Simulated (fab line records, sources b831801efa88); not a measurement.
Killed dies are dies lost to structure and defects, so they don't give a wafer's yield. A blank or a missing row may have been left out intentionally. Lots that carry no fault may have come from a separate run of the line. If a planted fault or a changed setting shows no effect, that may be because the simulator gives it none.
Struck lot and sound lot, side by side / flow sfq_line / 13 out of 325 route steps
Sound: the wafers L733.1, L733.2, L733.6. Struck: wafers L744.3, L744.6. (L744.2 of the same lot was not struck and is left out.) The cause comes at the end.
Per side, at each step with rows, come the tool, then ch with its chambers, and then its first start. Under that, the readings that differ: sound wafers / struck wafers / difference of the means / sigmas: that difference in standard deviations of wafers without a fault.
alike: a reading whose means differ by less than 2 such deviations, as well as words and numbers matching on both sides. not compared: withheld readings; readings where some wafer has no value; bounds like >300 that might hide an equal value; numbers whose values overlap and for which the record gives no deviation.
Wherever a step has rows on one side only, a row that says differs or no value, or a row with sigmas, the two part there. When numbers do not overlap yet have no deviation, they are printed without sigmas and do not part them. A reading missing from all wafers of one side parts the sides only when that side holds two or more wafers.

first, 2 steps without rows for these wafers: SFQ_TRILAYER_L0_VIA_STRIP_SOLV_CLEAN_018 (cleans in NMP, time 600 s); SFQ_TRILAYER_M0_DEP_PRE_CLEAN_020 (time 15 s).
SFQ_TRILAYER_M0_DEP_SPUTTER_019: material Nb, target thk 200 nm, time 133.3 s.
  struck on pvd_sputter-06, day 12 17:45; sound on pvd_sputter-06, day 7 11:52
  alike: throttle_valve_pct
SFQ_M0_RS_MEAS_904: a four-point-probe measurement.
  struck on film_metro-04, day 12 17:52; sound on film_metro-03, day 7 11:58
  alike: M0_NB_RS
then, 6 steps without rows for these wafers: SFQ_TRILAYER_M0_LITHO_COAT_026 (resist thk 62 nm); SFQ_TRILAYER_M0_LITHO_COAT_021 (resist thk 600 nm); SFQ_TRILAYER_M0_LITHO_SOFTBAKE_025; SFQ_TRILAYER_M0_LITHO_EXPOSE_022 (exposes mask M0, target cd 500 nm); SFQ_TRILAYER_M0_LITHO_PEB_024 (peb time 60 s); SFQ_TRILAYER_M0_LITHO_DEVELOP_023 (time 60 s).
-- the record jumps here: 5 days lie between the struck wafers' starts before and after --
SFQ_M0_OVL_MEAS_906:
  struck on overlay-02, day 17 23:05; sound on overlay-01, day 11 00:31
  alike: M0_OVL
SFQ_TRILAYER_M0_BARC_OPEN_METAL_ETCH_031: etches BARC in O2, target depth 125 nm, time 41.7 s.
  sound on rie_metal-03 ch 0,1, day 11 00:32; struck on rie_metal-02 ch 0, day 17 23:07
reading=bias_w (W); sound=80.01 79.74 79.96; struck=83.57 83.30; difference=+3.53; sigmas=+15
  alike: drypump_motor_current_A, oes_product_au
  not compared: rf_hours_counter_h
SFQ_TRILAYER_M0_ETCH_METAL_ETCH_024: etches Nb in Cl2/Ar, stops on SiO2, target depth 240 nm, time 120 s.
  sound on rie_metal-03 ch 0,1, day 11 00:36; struck on rie_metal-02 ch 0, day 17 23:10
  alike: bias_w, drypump_motor_current_A, oes_product_au
  not compared: rf_hours_counter_h

== WHERE THEY PART ==
SFQ_TRILAYER_M0_BARC_OPEN_METAL_ETCH_031 only, going by this record. Later steps at which nothing parts them and some readings are alike: SFQ_TRILAYER_M0_ETCH_METAL_ETCH_024.

WHY: the cause the simulator had injected
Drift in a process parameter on rie_metal-02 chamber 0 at SFQ_TRILAYER_M0_BARC_OPEN_METAL_ETCH_031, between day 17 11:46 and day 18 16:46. From 80, the setting bias_w moved by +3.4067. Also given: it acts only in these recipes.
